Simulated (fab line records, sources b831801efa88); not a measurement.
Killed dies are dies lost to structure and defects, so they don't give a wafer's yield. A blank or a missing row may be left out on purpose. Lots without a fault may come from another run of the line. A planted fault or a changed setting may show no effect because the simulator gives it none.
Which tool did it? | flow gf180mcu | 7 lots, 21 wafers sampled, at 3 steps of a route of 602

WHAT THE GAUGES READ, wafer by wafer
GF_M1_OVL_MEAS_15.
lot  | measured     | on         | M1_OVL (nm)
L761 | day 17 23:47 | overlay-02 | 11 11 6
L764 | day 19 05:01 | overlay-01 | 9 9 8
L767 | day 20 07:56 | overlay-01 | 0 -1 1
L772 | day 22 05:37 | overlay-01 | 14 12 14
L780 | day 25 02:11 | overlay-02 | 2 3 5

WHICH TOOL RAN EACH LOT (tool, then ch and the chambers of the sampled wafers, then the start)
lot  | GF_VT_IMPLANT_EXPOSE_37             | GF_M1_SPUTTER_00
L761 | iline_stepper-02 ch 0, day 7 23:41  | pvd_sputter-02, day 16 23:32
L764 | iline_stepper-02 ch 0, day 8 18:56  | pvd_sputter-03, day 18 04:44
L767 | iline_stepper-02 ch 0, day 9 14:33  | pvd_sputter-03, day 19 07:13
L772 | iline_stepper-01 ch 0, day 11 02:19 | pvd_sputter-02, day 21 05:36
L774 | iline_stepper-02, day 11 14:46      | -
L776 | iline_stepper-01, day 12 05:06      | -
L780 | iline_stepper-01 ch 0, day 13 06:31 | pvd_sputter-01, day 24 04:04
- GF_VT_IMPLANT_EXPOSE_37: exposes mask Nwell HV AREA, target cd 860 nm.
- GF_M1_SPUTTER_00: material Ti, target thk 37.5 nm, time 150 s.

THE ANSWER, worked out from the rows above alone
Rule: what is usual is taken from the lots themselves. Put in order of their means at a reading, lots are off if they are a third of the lots or fewer, leave a main group of 4 or more, and stand apart from it by a gap of 3 or more times the standard deviation of the main group's means; of several such gaps the widest counts. A main group whose means are all the same, to the digits that the tables above print for the reading, isn't used. A lot without any number at a reading at which 4 lots or more have one is off too. The other lots that the step has rows for count as sound.
No lot is off at any reading shown: from this, nothing can be told.

WHAT THE SIMULATOR HAD PUT IN
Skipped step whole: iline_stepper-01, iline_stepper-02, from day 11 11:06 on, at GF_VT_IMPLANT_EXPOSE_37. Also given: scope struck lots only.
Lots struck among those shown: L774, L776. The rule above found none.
